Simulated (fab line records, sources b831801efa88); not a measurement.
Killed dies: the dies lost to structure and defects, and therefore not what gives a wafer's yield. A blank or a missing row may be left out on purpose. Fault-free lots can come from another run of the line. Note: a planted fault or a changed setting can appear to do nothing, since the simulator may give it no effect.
The same fault as seen by 2 desks | flow gf180mcu | what lay behind the numbers comes last; until then each desk has only its own

## THE TOOL OWNER'S DESK: pvd-sputter-04
The tool's own readings at GF_M3_SPUTTER_04 (material TiN, target thk 50 nm, time 43.44 s): means of the sampled wafers that have a number, for each lot that ran on this tool. Marked OUT: a lot whose mean sits more than 4 standard deviations from the usual mean, which makes it out of limits; the brackets give that distance.
Columns: A = cathode-dc-power-W at GF_M3_SPUTTER_04, usual 6500.0 W; B = chamber-pressure-pa at GF_M3_SPUTTER_04, usual 0.4000 Pa; C = throttle-valve-pct at GF_M3_SPUTTER_04, usual 30.2 %
lot  | first seen here | A                        | B      | C
L907 | day 21 00:09    | 6499.3                   | 0.4004 | 30.0
L908 | day 21 13:04    | 6499.9                   | 0.4005 | 29.3
L909 | day 22 00:20    | 6500.6                   | 0.3997 | 29.9
L926 | day 27 08:00    | 7282.5 (+99 or more) OUT | 0.3998 | 30.6
This desk's verdict: out of limits on L926, starting with L926 at day 27 08:00 (cathode-dc-power-W at GF_M3_SPUTTER_04). L907, L908, L909: within limits.

## METROLOGY DESK
What the gauges read for every lot (on any tool): the sampled wafers with a number, averaged. Marked OUT: a lot whose mean sits more than 4 standard deviations from the usual mean, which makes it out of limits; the brackets give that distance.
Columns: A = M2_ALCU_RS at GF_M2_RS_MEAS_05, usual 0.0692 ohm/sq
lot  | first seen here | A
L907 | day 18 20:37    | 0.0693
L908 | day 19 09:00    | 0.0698
L909 | day 19 20:52    | 0.0692
L910 | day 19 22:33    | 0.0687
L911 | day 20 03:22    | 0.0703
L913 | day 21 06:05    | 0.0697
L914 | day 21 08:08    | 0.0688
L925 | day 25 03:46    | 0.0692
L926 | day 25 11:41    | 0.0696
L927 | day 25 12:48    | 0.0679
L928 | day 25 18:51    | 0.0699
L929 | day 26 03:45    | 0.0701
Finding of this desk: none of the 12 lots has anything out of limits.

## TAKEN TOGETHER
The tool owner's desk had the chance to raise an alarm at day 27 08:00 on L926.
Metrology desk: nothing out of limits seen.
The metrology desk holds a record of L926, inside its limits.
Every lot named ran GF_M3_SPUTTER_04 on pvd-sputter-04.

## WHAT THE SIMULATOR HAD PUT IN
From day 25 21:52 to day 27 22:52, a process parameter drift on pvd-sputter-04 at GF_M3_SPUTTER_04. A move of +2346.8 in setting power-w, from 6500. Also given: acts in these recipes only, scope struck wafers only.
Shown lots that were struck: L926.
Hours from the fault's start to each desk's first reading out of limits: the tool owner's desk, 34.
